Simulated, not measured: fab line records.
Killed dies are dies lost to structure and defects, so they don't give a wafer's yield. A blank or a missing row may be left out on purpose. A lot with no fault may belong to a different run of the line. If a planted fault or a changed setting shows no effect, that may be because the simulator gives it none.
A single fault, viewed from 2 desks | flow gf180mcu | what lay behind the numbers comes last; until then each desk has only its own

THE TOOL OWNER'S DESK: plasmaAsher-02
The tool's own readings at GF_VT_IMPLANT_STRIP_42 (strips in O2/N2): means of the sampled wafers that have a number, for each lot that ran on this tool. Marked OUT: a lot whose mean sits more than 4 standard deviations from the usual mean, which makes it out of limits; the brackets give that distance.
Columns: A = drypumpMotorCurrentA at GF_VT_IMPLANT_STRIP_42, usual 5.6 A; B = heaterPowerW at GF_VT_IMPLANT_STRIP_42, usual 342 W; C = oesProductAu at GF_VT_IMPLANT_STRIP_42, usual 0.716 a.u.; D = stripTimeToEndpointS at GF_VT_IMPLANT_STRIP_42, usual 12.64 s
lot  | first seen here | A   | B   | C     | D
L747 | day 10 16:34    | 6.1 | 341 | 0.715 | 12.62
L749 | day 11 02:48    | 6.2 | 354 | 0.716 | 12.62
L754 | day 12 12:38    | 6.3 | 370 | 0.713 | 12.65
L757 | day 13 13:02    | 6.2 | 355 | 0.718 | 12.58
Result from this desk: across the 4 lots, nothing is out of limits.

THE METROLOGY DESK
What the gauges read for every lot (on any tool): the sampled wafers with a number, averaged. Marked OUT: a lot whose mean sits more than 4 standard deviations from the usual mean, which makes it out of limits; the brackets give that distance.
Columns: A = cdNm at GF_M5_CD_MEAS_07, usual 279.9 nm; B = V5_CVD_02_THK at GF_V5_THK_MEAS_03, usual 1451 nm
lot  | first seen here | A     | B
L736 | day 26 03:28    | 283.4 | 1463
L737 | day 26 09:49    | 281.9 | 1450
L738 | day 26 21:52    | 280.1 | 1467
L744 | day 28 17:50    | 281.6 | 1470
L743 | day 28 18:13    | 279.1 | 1472
L746 | day 29 16:26    | 279.3 | 1454
L747 | day 29 17:58    | 279.9 | 1453
L748 | day 29 22:28    | 277.7 | 1407
L749 | day 30 07:40    | 280.7 | 1485
L750 | day 30 14:07    | 280.5 | 1464
L751 | day 30 21:55    | 279.5 | 1459
L754 | day 31 15:52    | 279.6 | 1436
L757 | day 32 15:25    | 279.6 | 1438
L759 | day 32 19:07    | 281.2 | 1451
Result from this desk: across the 14 lots, nothing is out of limits.

PUT TOGETHER
The desk of the tool owner found nothing out of limits.
The metrology desk saw nothing out of limits.

WHAT WAS PUT IN BY THE SIMULATOR
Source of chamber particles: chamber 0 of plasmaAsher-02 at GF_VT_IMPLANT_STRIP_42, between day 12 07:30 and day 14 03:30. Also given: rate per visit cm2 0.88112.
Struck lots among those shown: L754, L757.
